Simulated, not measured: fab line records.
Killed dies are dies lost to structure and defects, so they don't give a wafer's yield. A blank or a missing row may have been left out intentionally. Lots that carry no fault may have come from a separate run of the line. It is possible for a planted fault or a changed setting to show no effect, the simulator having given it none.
Split-lot trial ; flow sky130 ; 27 wafers read from 5 lots, route of 708 steps

## THE SPLIT ITSELF
At SKY_METAL3_METAL_ETCH_18 (etches the open film in Cl2/BCl3, stops on SiO2, target depth 845 nm, time 183.1 s), the setting targetDepthA was moved away from the recipe's 8450 angstrom on 12 of the 27 wafers read, by -57.4% to +45.2%. All remaining wafers had this setting at the recipe value.

There is no step in the file separating the split from the reading.

## THE READING
oesProductAu, in a.u., at SKY_METAL3_STRIP_19 (strips in O2/N2). Typical for fault-free wafers on this fab line: 0.502 a.u., with standard deviation 0.0052 a.u.

wafer;tool, chamber at the split;targetDepthA as run, angstrom;against the recipe;oesProductAu, a.u.;against lot-mates on the recipe
L078.4;rieMetal-04, 1;8450;recipe;0.493;-
L078.5;rieMetal-04, 0;8450;recipe;0.502;-
L078.6;rieMetal-04, 1;8450;recipe;0.503;-
L079.1;rieMetal-04, 1;12270;+45.2%;0.389;-0.109
L079.2;rieMetal-04, 0;12270;+45.2%;0.396;-0.102
L079.3;rieMetal-04, 1;8450;recipe;0.492;-
L079.4;rieMetal-04, 0;12270;+45.2%;0.397;-0.101
L079.5;rieMetal-04, 0;8450;recipe;0.508;-
L079.6;rieMetal-04, 1;8450;recipe;0.493;-
L082.1;rieMetal-01, 0;3599;-57.4%;0.635;+0.135
L082.2;rieMetal-01, 1;3599;-57.4%;0.626;+0.126
L082.3;rieMetal-01, 0;8450;recipe;0.498;-
L082.4;rieMetal-01, 1;8450;recipe;0.499;-
L082.5;rieMetal-01, 0;8450;recipe;0.503;-
L082.6;rieMetal-01, 1;3599;-57.4%;0.627;+0.127
L083.1;rieMetal-02, 0;10710;+26.7%;0.436;-0.064
L083.2;rieMetal-02, 1;8450;recipe;0.500;-
L083.3;rieMetal-02, 0;8450;recipe;0.500;-
L083.4;rieMetal-02, 1;10710;+26.7%;0.438;-0.062
L083.5;rieMetal-02, 0;10710;+26.7%;0.440;-0.060
L083.6;rieMetal-02, 1;8450;recipe;0.499;-
L081.1;rieMetal-02, 1;10390;+23.0%;0.453;-0.050
L081.2;rieMetal-02, 0;8450;recipe;0.497;-
L081.3;rieMetal-02, 1;10390;+23.0%;0.460;-0.043
L081.4;rieMetal-02, 0;10390;+23.0%;0.445;-0.058
L081.5;rieMetal-02, 0;8450;recipe;0.507;-
L081.6;rieMetal-02, 1;8450;recipe;0.506;-

THE FIT
A straight line over all 27 wafers: oesProductAu changes by -0.00227 a.u. for each +1% of targetDepthA; r = -1.00; the points scatter about the line by 0.0052 a.u.
The same after taking each lot's own level away (the mean of its wafers on the recipe; 27 wafers): -0.00227 a.u. for each +1%; r = -1.00; scatter 0.0046 a.u.
According to that fit, moving targetDepthA by its largest amount changes the reading by 0.13 a.u.
Measured against the standard deviation above, the lots' own levels, which go from 0.4977 to 0.5033 a.u., span 1.1 times it.
The two slopes are in agreement: the lot-to-lot level therefore moves the slope only a little.
Check: for one of the wafers moved furthest among these (-57.4%), held out of the fit, the line's prediction against its lot-mates is +0.128 a.u. It came out at +0.135 a.u. against them.
Tool readings at the split's step, against how far the setting was moved: oesProductAu r = -0.98.

## THE OTHER SPLITS THESE WAFERS WENT THROUGH
Before the reading, these wafers also passed through other splits. Each is held against what the fit with the lots' levels taken away leaves over:
other split on the same wafers;wafers away from the commonest value;r with oesProductAu (lot level and that fit taken away)
SKY_LI_CONTACT_HDPCVD_00 timeS;9;-0.06
SKY_METAL1_DEVELOP_14 developTimeS;9;+0.15
SKY_VIA1_SPUTTER_20 timeS;9;-0.06

## THE WHOLE CHAIN: every reading that the file lists as answering this split, in the file's order
step;what it does;reading;change (the file's fit);r (the file's)
SKY_METAL3_METAL_ETCH_18;etches the open film in Cl2/BCl3, stops on SiO2, target depth 845 nm, time 183.1 s;oesProductAu;-0.00292 a.u. for each +1% of the setting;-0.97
SKY_METAL3_METAL_ETCH_18;etches the open film in Cl2/BCl3, stops on SiO2, target depth 845 nm, time 183.1 s;KrF-thick_of_METAL3_COAT_08.thkNm (the simulator's own value, which no gauge read);-5.43 nm for each +1% of the setting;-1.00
SKY_METAL3_STRIP_19;strips in O2/N2;oesProductAu;-0.00227 a.u. for each +1% of the setting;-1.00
SKY_METAL3_STRIP_19;strips in O2/N2;stripTimeToEndpointS;withheld for each +1% of the setting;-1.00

## FILE'S OWN FIT
oesProductAu changes by -0.00227 a.u. for each +1% of targetDepthA, r = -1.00.
